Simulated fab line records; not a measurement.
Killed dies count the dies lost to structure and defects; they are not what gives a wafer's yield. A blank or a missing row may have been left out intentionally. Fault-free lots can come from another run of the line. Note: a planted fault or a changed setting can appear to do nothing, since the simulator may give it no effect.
What tool caused it? ; flow gf180mcu ; 12 lots, 36 wafers sampled, at 1 step of a route of 602

== WHAT THE GAUGES READ, wafer by wafer ==
GF_VT_IMPLANT_RS_MEAS_47: measurement is done with a four-point probe.
lot;measured;on;NWELL_RS (ohm/sq)
L075;day 7 21:04;film-metro-03;487.7 486.6 486.8
L077;day 8 10:53;film-metro-01;485.3 485.3 486.2
L079;day 8 23:31;film-metro-03;488.2 489.1 487.5
L081;day 9 10:23;film-metro-04;485.1 485.3 483.7
L083;day 10 01:43;film-metro-03;487.3 487.8 487.1
L085;day 10 14:49;film-metro-03;489.1 489.6 488.5
L087;day 11 11:13;film-metro-04;484.9 485.9 486.8
L089;day 12 00:53;film-metro-04;484.3 486.5 486.4
L091;day 12 09:20;film-metro-01;487.9 486.6 488.0
L093;day 13 01:14;film-metro-04;485.5 486.4 487.3
L095;day 13 09:22;film-metro-04;485.6 486.2 486.7
L097;day 14 00:50;film-metro-04;488.5 487.8 489.5

== EACH LOT AND THE TOOL THAT RAN IT (in order: tool; ch and the chambers of the sampled wafers; start) ==
There is no process step in the record ahead of these readings.

== THE ANSWER, worked out from the rows above alone ==
Rule: what is usual is taken from the lots themselves. Put in order of their means at a reading, lots are off if they are a third of the lots or fewer, leave a main group of 4 or more, and stand apart from it by a gap of 3 or more times the standard deviation of the main group's means; of several such gaps the widest counts. The tables above print the reading to a certain number of digits; a main group whose means all agree to those digits is not used. Also off: a lot with no number at a reading for which 4 or more lots have one. Where the step has rows for the other lots, those lots are counted as sound.
Nothing can be told from this: no lot is off at any reading shown.

== WHAT WAS PUT IN BY THE SIMULATOR ==
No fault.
